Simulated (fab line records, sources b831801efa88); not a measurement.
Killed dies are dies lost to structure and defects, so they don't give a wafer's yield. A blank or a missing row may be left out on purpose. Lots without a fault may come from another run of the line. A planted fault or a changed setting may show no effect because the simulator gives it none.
A struck lot beside a sound one | flow sky130 | 38 steps out of a route of 708
Sound: wafers L781.1, L781.5, L781.6. Struck: wafer L788.6. (L788.3, L788.4 of the same lot were not struck and are left out.) The cause comes at the end.
At each step with rows: each side's tool, then ch and its chambers, then its first start. Under that, the readings that differ: sound wafers | struck wafers | difference of the means | sigmas: that difference in standard deviations of wafers without a fault.
alike: readings whose means differ by less than 2 such deviations, and words and numbers that are the same on both sides. not compared: withheld readings, readings that some wafer has no value for, bounds like >300 that may hide the same value, and numbers for which the record gives no deviation and whose values overlap.
The two part at a step that has a row with sigmas, a row that says differs or no value, or rows on one side only. Numbers that don't overlap but have no deviation are shown without sigmas and don't part them. A reading that every wafer of one side lacks parts them only if that side has two wafers or more.

first, 9 steps without rows for these wafers: SKY_VIA3_SPUTTER_20 (material TiN, target thk 20 nm, time 80 s); SKY_VIA3_CVD_21 (deposits W, target thk 390 nm, time 117.31 s); SKY_VIA3_CMP_24 (polishes, stops on SiO2, t overpolish 20 s, target thk 0 nm); SKY_METAL4_SPUTTER_00 (material Ti, target thk 15 nm, time 10 s); SKY_METAL4_SPUTTER_01 (material TiN, target thk 20 nm, time 16.7 s); SKY_METAL4_SPUTTER_02 (material AlCu, target thk 735 nm, time 39.1 s); SKY_METAL4_SPUTTER_03 (material Ti, target thk 5 nm, time 3.3 s); SKY_METAL4_SPUTTER_04 (material TiN, target thk 70 nm, time 58.3 s); SKY_CAP2M_CVD_00 (deposits SiO2, target thk 15.5 nm).
SKY_CAP2M_SPUTTER_02: material TiN, target thk 200 nm, time 166.7 s.
  sound on pvd_sputter-03, day 42 04:37; struck on pvd_sputter-03, day 43 20:27
  reading                                   | sound                | struck | difference | sigmas
  chamber_pressure_pa (Pa)                  | 0.4001 0.4006 0.4000 | 0.3981 | -0.0021    | -3
  model.TiN_of_CAP2M_SPUTTER_02.thk_nm (nm) | 199.5 200.7 200.6    | 127.3  | -73.0      |
  alike: throttle_valve_pct
SKY_CAP2M_RS_MEAS_03: measures by four-point-probe.
  sound on film_metro-03, day 42 04:43; struck on film_metro-03, day 43 20:36
  reading               | sound          | struck | difference | sigmas
  CAP2M_TIN_RS (ohm/sq) | 6.93 6.88 6.88 | 11.00  | +4.10      | +42
SKY_CAP2M_THK_MEAS_04: measures by xrf.
  sound on film_metro-03, day 42 04:50; struck on film_metro-03, day 43 20:42
  reading            | sound             | struck | difference | sigmas
  CAP2M_TIN_THK (nm) | 198.6 200.3 200.3 | 126.8  | -72.9      | -28
then, 7 steps without rows for these wafers: SKY_CAP2M_DEHYDRATE_05 (time 60 s); SKY_CAP2M_HMDS_06 (prime time 60 s); SKY_CAP2M_COAT_07 (resist thk 1140 nm); SKY_CAP2M_SOFTBAKE_08 (time 60 s); SKY_CAP2M_EXPOSE_09 (exposes mask CAP2M, target cd 1000 nm); SKY_CAP2M_PEB_10; SKY_CAP2M_DEVELOP_11 (develop time 60 s).
SKY_CAP2M_METAL_ETCH_13: etches TiN in Cl2/BCl3, stops on SiO2, target depth 220 nm, time 62.9 s.
  sound on rie_metal-02 ch 0,1, day 43 03:16; struck on rie_metal-01 ch 0, day 44 17:51
  reading                | sound                | struck | difference | sigmas
  oes_product_au (a.u.)  | 0.933 0.943 0.941    | 0.729  | -0.210     | -23
  throttle_valve_pct (%) | 21.897 21.903 21.890 | 22.034 | +0.137     | +12
  alike: drypump_motor_current_A
  not compared: rf_hours_counter_h
then, 16 steps without rows for these wafers: SKY_CAP2M_STRIP_14 (strips in O2/N2); SKY_CAP2M_STRIP_15 (strips in post etch residue remover, time 1200 s); SKY_CAP2M_CLEAN_16 (cleans in IPA, time 180 s); SKY_CAP2M_CLEAN_17 (cleans in O3/DIW); SKY_METAL4_DEHYDRATE_05 (time 60 s); SKY_METAL4_HMDS_06 (prime time 60 s); SKY_METAL4_COAT_07 (resist thk 60 nm); SKY_METAL4_COAT_08 (resist thk 1140 nm); SKY_METAL4_SOFTBAKE_09 (time 90 s); SKY_METAL4_EXPOSE_10 (exposes mask MM4, target cd 300 nm); SKY_METAL4_PEB_11; SKY_METAL4_DEVELOP_12 (develop time 60 s); SKY_METAL4_DESCUM_15 (chemistry O2, time 8 s); SKY_METAL4_ETCH_16 (etches BARC in N2/H2, stops on SiO2, time 88.2 s, target depth 60 nm); SKY_METAL4_ETCH_17 (etches SiO2 in C4F8/O2/Ar, stops on TiN, time 3.9 s, target depth 15 nm); SKY_METAL4_METAL_ETCH_18 (etches the open film in Cl2/BCl3, stops on SiO2, target depth 845 nm, time 183.1 s).
SKY_METAL4_STRIP_20: strips in post etch residue remover, time 1200 s.
  sound on wet_bench-03 ch 1, day 44 03:50; struck on wet_bench-02 ch 3, day 45 16:08
  reading                                   | sound             | struck | difference | sigmas
  model.TiN_of_CAP2M_SPUTTER_02.thk_nm (nm) | 198.7 199.9 199.7 | 126.5  | -72.9      |
  alike: temp_c
-- the record jumps here: 4 days lie between the struck wafers' starts before and after (it left off in module METAL4 and takes up again in module PAD_OPEN, whose first step shown is number 708 of the route) --
SKY_PAD_OPEN_PROBE_99:
  sound on prober-02, day 47 20:25; struck on prober-01, day 49 04:48
  reading                               | sound                | struck | difference | sigmas
  defect_limited_yield (%)              | 83.1 81.3 82.9       | 87.2   | +4.8       | +3
  killed_dies                           | 83 92 84             | 63     | -23        | -3
  killed_short                          | 38 44 47             | 30     | -13        | -2
  sort_bin_6_memory (%)                 | 5.9 6.5 4.7          | 3.5    | -2.2       | -2
  sort_n_pass                           | 409 400 408          | 429    | +23        | +3
  sort_yield_pct (%)                    | 83.1 81.3 82.9       | 87.2   | +4.8       | +3
  model.etest.cap_mim2.plate_ohm_sq     | 5.982 6.048 5.992    | 9.405  | +3.398     |
  model.etest.cap_mim2.bv_v (V)         | 13.56 14.76 13.94    | 11.98  | -2.11      |
  model.etest.cap_mim2.leak_log10_a_cm2 | -9.099 -9.061 -8.898 | -8.074 | +0.945     |
  alike: killed_at_M0_to_M3, killed_at_M4_up, killed_at_contacts, killed_at_front_end, killed_at_other, killed_open, sort_bin_3_pad_short, sort_bin_5_function

WHERE THEY PART
First at SKY_CAP2M_SPUTTER_02; last, within this record, at SKY_PAD_OPEN_PROBE_99.

WHY: what the simulator had put in
Process parameter drift: pvd_sputter-03, from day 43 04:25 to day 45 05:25, at SKY_CAP2M_SPUTTER_02. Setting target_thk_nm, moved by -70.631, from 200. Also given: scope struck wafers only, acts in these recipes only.
